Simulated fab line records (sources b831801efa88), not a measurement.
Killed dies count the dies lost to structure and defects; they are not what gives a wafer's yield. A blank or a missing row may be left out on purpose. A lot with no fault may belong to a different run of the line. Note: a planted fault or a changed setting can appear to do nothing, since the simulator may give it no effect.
Which tool did it? -- flow sky130 -- 15 lots with 45 wafers sampled at 4 steps, on a route of 708 steps

== WHAT THE GAUGES READ, wafer by wafer ==
SKY_FIELD_ISO_THK_MEAS_04. Usual: FIELD_ISO_CVD_03_THK 165.1 nm, standard deviation 1.4.
lot,measured,on,FIELD_ISO_CVD_03_THK (nm),flag
L978,day 1 14:50,film-metro-02,164.7 165.0 166.0,
L979,day 1 19:36,film-metro-03,165.4 165.8 164.5,
L981,day 2 04:52,film-metro-02,165.6 164.9 165.4,
L982,day 2 13:53,film-metro-01,164.4 163.2 164.4,
L984,day 2 21:58,film-metro-02,165.1 164.8 164.3,
L985,day 3 00:52,film-metro-02,163.3 162.9 163.5,
L987,day 3 11:36,film-metro-03,164.1 165.9 164.1,
L989,day 3 20:30,film-metro-01,163.0 164.7 163.9,
L991,day 4 09:34,film-metro-03,164.3 164.0 166.3,
L992,day 4 13:13,film-metro-03,166.1 166.5 167.7,
L996,day 5 07:31,film-metro-02,165.6 166.7 165.6,
L998,day 5 18:25,film-metro-03,165.5 166.8 166.0,
L999,day 5 23:17,film-metro-02,167.0 165.4 167.2,
L100,day 6 07:44,film-metro-01,165.2 165.5 165.2,
L101,day 6 09:31,film-metro-03,166.3 167.1 167.9,

SKY_NWELL_OVL_MEAS_23. Usual: NWELL_01_OVL -0.4 nm, standard deviation 1.7.
lot,measured,on,NWELL_01_OVL (nm),flag
L978,day 5 09:52,overlay-02,-0.4 -0.3 1.5,
L979,day 5 16:08,overlay-01,-1.1 -0.8 -1.9,
L981,day 6 01:10,overlay-02,-0.3 -0.7 0.5,
L982,day 6 10:53,overlay-01,-1.8 -2.9 -1.4,
L984,day 6 19:55,overlay-01,-0.1 1.0 0.8,
L985,day 7 02:34,overlay-01,-0.7 -4.2 -2.7,
L987,day 7 15:04,overlay-01,-2.2 -2.8 -1.0,
L989,day 7 22:09,overlay-02,1.1 2.4 -1.6,
L991,day 8 18:51,overlay-02,-1.4 -2.4 0.5,
L992,day 8 22:43,overlay-01,-1.4 -3.4 -0.5,
L996,day 9 23:53,overlay-01,-2.2 -3.0 -3.9,
L998,day 10 14:22,overlay-02,-1.8 -0.9 -2.6,
L999,day 10 19:16,overlay-02,1.5 3.1 1.1,
L100,day 11 01:10,overlay-01,-1.3 0.9 -0.2,
L101,day 11 02:53,overlay-02,4.9 3.8 3.3,

SKY_SONOS_ONO_THK_MEAS_05. Usual: SONOS_ONO_CVD_04_THK 5.74 nm, standard deviation 0.12.
lot,measured,on,SONOS_ONO_CVD_04_THK (nm),flag
L978,day 11 15:51,film-metro-02,5.86 5.86 5.81,
L979,day 12 03:32,film-metro-03,5.92 5.86 5.84,
L981,day 12 16:58,film-metro-02,5.68 5.68 5.79,
L982,day 13 04:40,film-metro-03,5.77 5.80 5.78,
L984,day 13 16:18,film-metro-03,5.60 5.68 5.63,
L985,day 14 04:25,film-metro-03,5.69 5.59 5.84,
L987,day 15 01:26,film-metro-03,5.62 5.73 5.66,
L989,day 15 02:43,film-metro-01,5.67 5.80 5.70,
L991,day 16 04:53,film-metro-02,5.60 5.52 5.54,
L992,day 16 10:29,film-metro-02,5.67 5.83 5.74,
L996,day 17 16:52,film-metro-02,5.66 5.69 5.68,
L101,day 19 06:56,film-metro-03,5.78 5.88 5.84,

== WHICH TOOL RAN EACH LOT (tool, then ch and the chambers of the sampled wafers, then the start) ==
lot,SKY_SONOS_TUNNEL_EXPOSE_04
L978,"iline-stepper-01 ch 0, day 10 23:53"
L979,"iline-stepper-01 ch 0, day 11 08:28"
L981,"iline-stepper-01 ch 0, day 11 20:35"
L982,"iline-stepper-02 ch 0, day 12 10:35"
L984,"iline-stepper-01 ch 0, day 12 21:53"
L985,"iline-stepper-01 ch 0, day 13 05:58"
L987,"iline-stepper-02 ch 0, day 13 23:32"
L989,"iline-stepper-02 ch 0, day 14 05:34"
L991,"iline-stepper-01 ch 0, day 15 10:05"
L992,"iline-stepper-01 ch 0, day 15 13:38"
L996,"iline-stepper-02 ch 0, day 16 21:22"
L998,"iline-stepper-01, day 17 19:17"
L999,"iline-stepper-01, day 18 01:51"
L100,"iline-stepper-02, day 18 07:24"
L101,"iline-stepper-01 ch 0, day 18 10:09"
- SKY_SONOS_TUNNEL_EXPOSE_04: exposes mask TUNM, target cd 410 nm.

== AS READ BY THE TOOLS THEMSELVES (means over the sampled wafers that have a number; for cases with no such wafer, the mark the record gives instead) ==
SKY_SONOS_TUNNEL_EXPOSE_04. Usual: exposure-dose-mJ-cm2 136.2, standard deviation 0.34; focus-offset-nm 0.0 nm, standard deviation 0.57.
lot,tool,exposure-dose-mJ-cm2,focus-offset-nm (nm),flag
L978,iline-stepper-01,136.1,0.8,
L979,iline-stepper-01,136.2,0.2,
L981,iline-stepper-01,136.1,0.5,
L982,iline-stepper-02,136.8,-0.1,
L984,iline-stepper-01,135.9,-0.3,
L985,iline-stepper-01,136.1,-0.1,
L987,iline-stepper-02,136.7,-0.4,
L989,iline-stepper-02,136.8,-0.0,
L991,iline-stepper-01,135.9,0.4,
L992,iline-stepper-01,135.8,-0.2,
L996,iline-stepper-02,136.8,0.0,
L998,iline-stepper-01,-,-,OFF
L999,iline-stepper-01,-,-,OFF
L100,iline-stepper-02,-,-,OFF
L101,iline-stepper-01,136.0,-0.3,

== THE ANSWER, worked out from the rows above alone ==
Rule: take the mean of a lot's wafers that have a number; if it is more than 3 standard deviations from the usual mean, the lot is off. A lot without any number at a reading at which 4 lots or more have one is off too. Any other lot the step has rows for is counted as sound. The gauges are gone through in route order, then the tools' own readings, and for those a lot's mean is taken as printed above. At the first step where some lot is off, the reading lying furthest off is the one used; lots without a number count as furthest.
Off: L998, L999, L100 (SKY_SONOS_TUNNEL_EXPOSE_04, exposure-dose-mJ-cm2). Without a number there: L998, L999, L100.
If a tool, at that step or one of the process steps before it, ran each lot that is off and ran no sound lot following the first of them, it fits. Not one of the candidates tried fits.

== WHAT THE SIMULATOR PUT IN ==
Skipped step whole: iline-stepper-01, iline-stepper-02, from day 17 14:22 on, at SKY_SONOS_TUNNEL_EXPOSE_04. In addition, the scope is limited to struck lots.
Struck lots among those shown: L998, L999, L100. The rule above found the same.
